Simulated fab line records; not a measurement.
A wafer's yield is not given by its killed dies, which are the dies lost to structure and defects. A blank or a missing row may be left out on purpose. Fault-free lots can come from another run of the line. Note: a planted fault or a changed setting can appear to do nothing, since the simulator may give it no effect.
Check for tools in common :: flow sky130 :: Sample size 12 lots and 36 wafers

## THE REASON FOR OPENING IT
At SKY_VT_ADJUST_PCH_TW_MEAS_10 the reading VT_ADJUST_PCH_TW is flagged on 2 of 12 lots. Fault-free wafers read 142.8, with a standard deviation of 0.88.
Rule: a lot is flagged when every wafer of it that has a number lies more than 4 standard deviations from that mean, or none has a number. The other lots count as sound.

lot: L384
measured: day 10 09:51
on: film_metro-04
VT_ADJUST_PCH_TW, wafer by wafer: 143.0 143.9 143.2
flag: 

lot: L385
measured: day 10 12:08
on: film_metro-03
VT_ADJUST_PCH_TW, wafer by wafer: 141.6 141.3 141.6
flag: 

lot: L386
measured: day 10 22:32
on: film_metro-03
VT_ADJUST_PCH_TW, wafer by wafer: 141.2 141.1 140.8
flag: 

lot: L389
measured: day 12 23:37
on: film_metro-04
VT_ADJUST_PCH_TW, wafer by wafer: 129.1 127.8 127.9
flag: FLAGGED

lot: L392
measured: day 13 04:04
on: film_metro-02
VT_ADJUST_PCH_TW, wafer by wafer: 127.9 128.0 128.6
flag: FLAGGED

lot: L398
measured: day 15 08:00
on: film_metro-04
VT_ADJUST_PCH_TW, wafer by wafer: 143.3 144.0 143.0
flag: 

lot: L399
measured: day 15 23:43
on: film_metro-03
VT_ADJUST_PCH_TW, wafer by wafer: 141.7 141.7 142.2
flag: 

lot: L402
measured: day 16 15:10
on: film_metro-02
VT_ADJUST_PCH_TW, wafer by wafer: 142.3 143.0 142.8
flag: 

lot: L400
measured: day 16 15:21
on: film_metro-03
VT_ADJUST_PCH_TW, wafer by wafer: 141.7 142.5 141.2
flag: 

lot: L401
measured: day 16 16:25
on: film_metro-03
VT_ADJUST_PCH_TW, wafer by wafer: 141.6 142.2 142.6
flag: 

lot: L403
measured: day 17 06:13
on: film_metro-02
VT_ADJUST_PCH_TW, wafer by wafer: 143.9 143.6 143.5
flag: 

lot: L405
measured: day 17 19:01
on: film_metro-04
VT_ADJUST_PCH_TW, wafer by wafer: 142.3 143.1 142.0
flag: 
The mean of the flagged lots' numbers is 128.2, -14.6 from the usual (-17 standard deviations).

## TOOL THAT RAN EACH LOT
The record holds 1 process step before the reading, out of a route of 708 steps. In each cell: the tool, then ch and the chambers that the sampled wafers went through, then the start.
lot: L384
flag: 
SKY_VT_ADJUST_PCH_IMPLANT_08: implanter-04 ch 0, day 10 09:37

lot: L385
flag: 
SKY_VT_ADJUST_PCH_IMPLANT_08: implanter-03 ch 0, day 10 11:55

lot: L386
flag: 
SKY_VT_ADJUST_PCH_IMPLANT_08: implanter-04 ch 0, day 10 22:17

lot: L389
flag: FLAGGED
SKY_VT_ADJUST_PCH_IMPLANT_08: implanter-03 ch 0, day 12 23:22

lot: L392
flag: FLAGGED
SKY_VT_ADJUST_PCH_IMPLANT_08: implanter-03 ch 0, day 13 03:49

lot: L398
flag: 
SKY_VT_ADJUST_PCH_IMPLANT_08: implanter-01 ch 0, day 15 07:45

lot: L399
flag: 
SKY_VT_ADJUST_PCH_IMPLANT_08: implanter-03 ch 0, day 15 23:29

lot: L402
flag: 
SKY_VT_ADJUST_PCH_IMPLANT_08: implanter-01 ch 0, day 16 14:57

lot: L400
flag: 
SKY_VT_ADJUST_PCH_IMPLANT_08: implanter-04 ch 0, day 16 15:02

lot: L401
flag: 
SKY_VT_ADJUST_PCH_IMPLANT_08: implanter-04 ch 0, day 16 16:10

lot: L403
flag: 
SKY_VT_ADJUST_PCH_IMPLANT_08: implanter-03 ch 0, day 17 05:59

lot: L405
flag: 
SKY_VT_ADJUST_PCH_IMPLANT_08: implanter-03 ch 0, day 17 18:48
These steps, and what they do:
- SKY_VT_ADJUST_PCH_IMPLANT_08
- SKY_VT_ADJUST_PCH_TW_MEAS_10

## FLAGGED AGAINST TOTAL, ONE TOOL AT A TIME (gauges that did the reading follow at the end)
step: SKY_VT_ADJUST_PCH_IMPLANT_08
tool: implanter-01
lots run: 2
flagged: 0
share of the flagged lots: none
sound lots run after its first flagged lot: -

step: SKY_VT_ADJUST_PCH_IMPLANT_08
tool: implanter-03
lots run: 6
flagged: 2
share of the flagged lots: all
sound lots run after its first flagged lot: 3 (L399,L403,L405)

step: SKY_VT_ADJUST_PCH_IMPLANT_08
tool: implanter-04
lots run: 4
flagged: 0
share of the flagged lots: none
sound lots run after its first flagged lot: -

step: SKY_VT_ADJUST_PCH_TW_MEAS_10
tool: film_metro-02
lots run: 3
flagged: 1
share of the flagged lots: some
sound lots run after its first flagged lot: 2 (L402,L403)

step: SKY_VT_ADJUST_PCH_TW_MEAS_10
tool: film_metro-03
lots run: 5
flagged: 0
share of the flagged lots: none
sound lots run after its first flagged lot: -

step: SKY_VT_ADJUST_PCH_TW_MEAS_10
tool: film_metro-04
lots run: 4
flagged: 1
share of the flagged lots: some
sound lots run after its first flagged lot: 2 (L398,L405)

## WHAT IS ALLOWED BY THE TABLE
In the table, 1 row covers all flagged lots: implanter-03 at SKY_VT_ADJUST_PCH_IMPLANT_08.
- implanter-03 at SKY_VT_ADJUST_PCH_IMPLANT_08: 2 of its 6 lots flagged. After the first flagged lot (L399, L403, L405), sound lots still ran on it; a lasting fault on the whole tool would not permit that. Its own readings lie more than 4 standard deviations out on every wafer of the flagged lots: dose_ions_cm2, faraday_current_uA.
There is no row in the table that ran each flagged lot and no sound lot after the first.

## WHAT HAD BEEN PUT IN BY THE SIMULATOR
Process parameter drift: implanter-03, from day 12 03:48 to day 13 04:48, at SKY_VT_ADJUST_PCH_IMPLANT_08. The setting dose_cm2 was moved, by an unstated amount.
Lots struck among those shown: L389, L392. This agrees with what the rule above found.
